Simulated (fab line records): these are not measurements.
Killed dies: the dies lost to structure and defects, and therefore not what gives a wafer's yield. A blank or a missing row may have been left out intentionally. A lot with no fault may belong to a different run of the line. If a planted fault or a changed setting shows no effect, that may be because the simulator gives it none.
The tool behind it: which one? || flow sky130 || 12 lots with 36 wafers sampled at 6 steps, on a route of 708 steps

WHAT THE GAUGES READ, wafer by wafer
SKY_VT_ADJUST_HVTR_CD_MEAS_07: the cd target is 380 nm.
{"lot": "L207", "measured": "day 9 20:43", "on": "cdSem-01", "cdNm (nm)": "379.1 379.2 381.3"}
{"lot": "L208", "measured": "day 10 16:53", "on": "cdSem-01", "cdNm (nm)": "377.0 377.0 379.6"}
{"lot": "L210", "measured": "day 11 02:40", "on": "cdSem-01", "cdNm (nm)": "377.9 378.3 376.9"}
{"lot": "L213", "measured": "day 11 22:43", "on": "cdSem-01", "cdNm (nm)": "378.0 380.5 379.0"}
{"lot": "L217", "measured": "day 12 20:28", "on": "cdSem-01", "cdNm (nm)": "381.3 379.9 380.9"}
{"lot": "L219", "measured": "day 13 11:34", "on": "cdSem-01", "cdNm (nm)": "377.6 376.8 376.2"}
{"lot": "L220", "measured": "day 13 22:41", "on": "cdSem-02", "cdNm (nm)": "379.5 377.0 376.6"}
{"lot": "L221", "measured": "day 14 04:16", "on": "cdSem-02", "cdNm (nm)": "380.4 379.2 379.3"}
{"lot": "L222", "measured": "day 15 01:56", "on": "cdSem-02", "cdNm (nm)": "379.4 379.2 379.7"}
{"lot": "L224", "measured": "day 15 07:49", "on": "cdSem-01", "cdNm (nm)": "376.0 376.8 374.4"}
{"lot": "L226", "measured": "day 15 19:17", "on": "cdSem-01", "cdNm (nm)": "381.2 378.7 380.9"}
{"lot": "L227", "measured": "day 15 22:16", "on": "cdSem-01", "cdNm (nm)": "377.7 377.1 376.5"}

SKY_VT_ADJUST_PCH_OVL_MEAS_07.
{"lot": "L207", "measured": "day 10 18:47", "on": "overlay-02", "VT_ADJUST_PCH_OVL (nm)": "- - -"}
{"lot": "L208", "measured": "day 11 14:53", "on": "overlay-02", "VT_ADJUST_PCH_OVL (nm)": "2.4 -0.4 0.1"}
{"lot": "L210", "measured": "day 12 01:22", "on": "overlay-01", "VT_ADJUST_PCH_OVL (nm)": "1.0 -1.3 1.2"}
{"lot": "L213", "measured": "day 12 23:02", "on": "overlay-01", "VT_ADJUST_PCH_OVL (nm)": "1.5 2.7 2.1"}
{"lot": "L217", "measured": "day 13 22:43", "on": "overlay-02", "VT_ADJUST_PCH_OVL (nm)": "-0.5 -1.8 0.8"}
{"lot": "L219", "measured": "day 14 14:31", "on": "overlay-02", "VT_ADJUST_PCH_OVL (nm)": "-1.2 -0.2 -0.4"}
{"lot": "L220", "measured": "day 15 01:16", "on": "overlay-02", "VT_ADJUST_PCH_OVL (nm)": "-0.7 -0.4 -1.1"}
{"lot": "L221", "measured": "day 15 07:33", "on": "overlay-01", "VT_ADJUST_PCH_OVL (nm)": "-0.1 -0.8 -1.5"}
{"lot": "L222", "measured": "day 16 05:59", "on": "overlay-01", "VT_ADJUST_PCH_OVL (nm)": "0.3 -0.7 -1.8"}
{"lot": "L224", "measured": "day 16 11:22", "on": "overlay-01", "VT_ADJUST_PCH_OVL (nm)": "1.2 0.9 -0.4"}
{"lot": "L226", "measured": "day 16 23:29", "on": "overlay-02", "VT_ADJUST_PCH_OVL (nm)": "-0.8 0.2 1.5"}
{"lot": "L227", "measured": "day 17 01:57", "on": "overlay-02", "VT_ADJUST_PCH_OVL (nm)": "0.5 -1.2 -2.1"}

SKY_VT_ADJUST_PCH_TW_MEAS_10.
{"lot": "L207", "measured": "day 10 19:05", "on": "filmMetro-01", "VT_ADJUST_PCH_TW": "30.3 30.2 30.5"}
{"lot": "L208", "measured": "day 11 15:11", "on": "filmMetro-03", "VT_ADJUST_PCH_TW": "140.3 140.0 140.5"}
{"lot": "L210", "measured": "day 12 01:38", "on": "filmMetro-02", "VT_ADJUST_PCH_TW": "142.8 142.6 142.5"}
{"lot": "L213", "measured": "day 12 23:19", "on": "filmMetro-02", "VT_ADJUST_PCH_TW": "143.2 142.7 142.0"}
{"lot": "L217", "measured": "day 13 23:00", "on": "filmMetro-03", "VT_ADJUST_PCH_TW": "141.2 141.5 141.4"}
{"lot": "L219", "measured": "day 14 14:48", "on": "filmMetro-02", "VT_ADJUST_PCH_TW": "141.7 142.8 142.7"}
{"lot": "L220", "measured": "day 15 01:33", "on": "filmMetro-03", "VT_ADJUST_PCH_TW": "141.2 140.2 140.6"}
{"lot": "L221", "measured": "day 15 07:50", "on": "filmMetro-01", "VT_ADJUST_PCH_TW": "143.0 143.1 143.9"}
{"lot": "L222", "measured": "day 16 06:17", "on": "filmMetro-01", "VT_ADJUST_PCH_TW": "142.3 141.8 142.2"}
{"lot": "L224", "measured": "day 16 11:39", "on": "filmMetro-03", "VT_ADJUST_PCH_TW": "142.2 142.2 143.0"}
{"lot": "L226", "measured": "day 16 23:47", "on": "filmMetro-03", "VT_ADJUST_PCH_TW": "141.4 142.3 141.4"}
{"lot": "L227", "measured": "day 17 02:14", "on": "filmMetro-01", "VT_ADJUST_PCH_TW": "142.1 142.5 142.3"}

SKY_GATE_OXIDE_OVL_MEAS_10.
{"lot": "L207", "measured": "day 14 08:37", "on": "overlay-02", "GATE_OXIDE_OVL (nm)": "-0.6 -0.6 -1.0"}
{"lot": "L208", "measured": "day 15 04:49", "on": "overlay-02", "GATE_OXIDE_OVL (nm)": "-0.1 -1.0 0.6"}
{"lot": "L210", "measured": "day 15 16:22", "on": "overlay-01", "GATE_OXIDE_OVL (nm)": "-1.1 -1.7 -1.1"}
{"lot": "L213", "measured": "day 16 14:49", "on": "overlay-02", "GATE_OXIDE_OVL (nm)": "1.1 -0.9 -2.7"}
{"lot": "L217", "measured": "day 17 19:31", "on": "overlay-02", "GATE_OXIDE_OVL (nm)": "0.7 0.3 1.6"}
{"lot": "L219", "measured": "day 18 12:00", "on": "overlay-02", "GATE_OXIDE_OVL (nm)": "-1.1 -2.6 -2.9"}
{"lot": "L220", "measured": "day 19 01:29", "on": "overlay-01", "GATE_OXIDE_OVL (nm)": "1.7 1.9 0.9"}
{"lot": "L221", "measured": "day 19 07:58", "on": "overlay-02", "GATE_OXIDE_OVL (nm)": "1.7 1.4 -0.7"}
{"lot": "L222", "measured": "day 20 10:19", "on": "overlay-01", "GATE_OXIDE_OVL (nm)": "0.7 0.7 1.4"}
{"lot": "L224", "measured": "day 20 12:01", "on": "overlay-02", "GATE_OXIDE_OVL (nm)": "-1.7 -0.4 -0.1"}
{"lot": "L226", "measured": "day 21 00:53", "on": "overlay-02", "GATE_OXIDE_OVL (nm)": "1.7 2.2 0.1"}
{"lot": "L227", "measured": "day 21 02:34", "on": "overlay-01", "GATE_OXIDE_OVL (nm)": "-1.7 0.0 -1.5"}

SKY_POLY_GATE_CD_MEAS_22.
{"lot": "L207", "measured": "day 17 02:28", "on": "cdSem-01", "cdNm (nm)": "150.8 150.8 150.3"}
{"lot": "L208", "measured": "day 17 21:52", "on": "cdSem-02", "cdNm (nm)": "148.2 146.7 147.2"}
{"lot": "L210", "measured": "day 18 11:25", "on": "cdSem-01", "cdNm (nm)": "150.6 146.5 149.4"}
{"lot": "L213", "measured": "day 19 12:48", "on": "cdSem-02", "cdNm (nm)": "150.8 152.9 149.6"}
{"lot": "L217", "measured": "day 20 16:57", "on": "cdSem-01", "cdNm (nm)": "148.9 153.2 151.3"}
{"lot": "L219", "measured": "day 21 11:56", "on": "cdSem-01", "cdNm (nm)": "150.2 149.9 148.5"}
{"lot": "L220", "measured": "day 21 23:35", "on": "cdSem-02", "cdNm (nm)": "149.1 151.0 152.4"}
{"lot": "L221", "measured": "day 22 05:55", "on": "cdSem-01", "cdNm (nm)": "152.8 150.9 153.9"}
{"lot": "L222", "measured": "day 23 08:55", "on": "cdSem-02", "cdNm (nm)": "146.7 145.5 150.1"}
{"lot": "L224", "measured": "day 23 11:34", "on": "cdSem-01", "cdNm (nm)": "152.2 152.8 152.4"}
{"lot": "L226", "measured": "day 23 20:01", "on": "cdSem-02", "cdNm (nm)": "153.8 153.4 148.5"}
{"lot": "L227", "measured": "day 23 22:44", "on": "cdSem-02", "cdNm (nm)": "146.2 147.5 142.8"}

EACH LOT AND THE TOOL THAT RAN IT (in order: tool; ch and the chambers of the sampled wafers; start)
{"lot": "L207", "SKY_VT_ADJUST_PCH_EXPOSE_04": "ilineStepper-01 ch 0, day 10 08:49"}
{"lot": "L208", "SKY_VT_ADJUST_PCH_EXPOSE_04": "ilineStepper-01 ch 0, day 11 04:21"}
{"lot": "L210", "SKY_VT_ADJUST_PCH_EXPOSE_04": "ilineStepper-02 ch 0, day 11 14:40"}
{"lot": "L213", "SKY_VT_ADJUST_PCH_EXPOSE_04": "ilineStepper-01 ch 0, day 12 11:20"}
{"lot": "L217", "SKY_VT_ADJUST_PCH_EXPOSE_04": "ilineStepper-02 ch 0, day 13 10:12"}
{"lot": "L219", "SKY_VT_ADJUST_PCH_EXPOSE_04": "ilineStepper-01 ch 0, day 14 00:45"}
{"lot": "L220", "SKY_VT_ADJUST_PCH_EXPOSE_04": "ilineStepper-02 ch 0, day 14 12:51"}
{"lot": "L221", "SKY_VT_ADJUST_PCH_EXPOSE_04": "ilineStepper-02 ch 0, day 14 18:09"}
{"lot": "L222", "SKY_VT_ADJUST_PCH_EXPOSE_04": "ilineStepper-01 ch 0, day 15 16:28"}
{"lot": "L224", "SKY_VT_ADJUST_PCH_EXPOSE_04": "ilineStepper-02 ch 0, day 15 22:15"}
{"lot": "L226", "SKY_VT_ADJUST_PCH_EXPOSE_04": "ilineStepper-02 ch 0, day 16 09:18"}
{"lot": "L227", "SKY_VT_ADJUST_PCH_EXPOSE_04": "ilineStepper-01 ch 0, day 16 11:50"}
- SKY_VT_ADJUST_PCH_EXPOSE_04: exposes mask NWM, target cd 840 nm.

AS READ BY THE TOOLS THEMSELVES (means over the sampled wafers that have a number; for cases with no such wafer, the mark the record gives instead)
SKY_VT_ADJUST_PCH_EXPOSE_04.
{"lot": "L207", "tool": "ilineStepper-01", "exposureDoseMJCm2": 255.32}
{"lot": "L208", "tool": "ilineStepper-01", "exposureDoseMJCm2": 254.89}
{"lot": "L210", "tool": "ilineStepper-02", "exposureDoseMJCm2": 254.57}
{"lot": "L213", "tool": "ilineStepper-01", "exposureDoseMJCm2": 255.02}
{"lot": "L217", "tool": "ilineStepper-02", "exposureDoseMJCm2": 255.22}
{"lot": "L219", "tool": "ilineStepper-01", "exposureDoseMJCm2": 255.11}
{"lot": "L220", "tool": "ilineStepper-02", "exposureDoseMJCm2": 255.06}
{"lot": "L221", "tool": "ilineStepper-02", "exposureDoseMJCm2": 255.18}
{"lot": "L222", "tool": "ilineStepper-01", "exposureDoseMJCm2": 254.97}
{"lot": "L224", "tool": "ilineStepper-02", "exposureDoseMJCm2": 255.11}
{"lot": "L226", "tool": "ilineStepper-02", "exposureDoseMJCm2": 255.01}
{"lot": "L227", "tool": "ilineStepper-01", "exposureDoseMJCm2": 254.62}

THE ANSWER, worked out from the rows above alone
Rule: what is usual is taken from the lots themselves. Put in order of their means at a reading, lots are off if they are a third of the lots or fewer, leave a main group of 4 or more, and stand apart from it by a gap of 3 or more times the standard deviation of the main group's means; of several such gaps the widest counts. The tables above print the reading to a certain number of digits; a main group whose means all agree to those digits is not used. Also off: a lot with no number at a reading for which 4 or more lots have one. Where the step has rows for the other lots, those lots are counted as sound. The gauges are gone through in route order, then the tools' own readings, and for those a lot's mean is taken as printed above. At the first step where some lot is off, the reading lying furthest off is the one used; lots without a number count as furthest.
Off: L207, at SKY_VT_ADJUST_PCH_OVL_MEAS_07 (VT_ADJUST_PCH_OVL). Without a number there: L207. The main group: mean -0.0 nm, standard deviation 0.88.
A tool fits if, at a process step before that reading, it ran every lot that is off, and no sound lot after the first of them. The gauges at SKY_VT_ADJUST_PCH_OVL_MEAS_07 aren't tried: what is off there is off at SKY_VT_ADJUST_PCH_TW_MEAS_10 too, on other tools, and a gauge's error can't cause that. None of those tried fits.

WHAT WAS PUT IN BY THE SIMULATOR
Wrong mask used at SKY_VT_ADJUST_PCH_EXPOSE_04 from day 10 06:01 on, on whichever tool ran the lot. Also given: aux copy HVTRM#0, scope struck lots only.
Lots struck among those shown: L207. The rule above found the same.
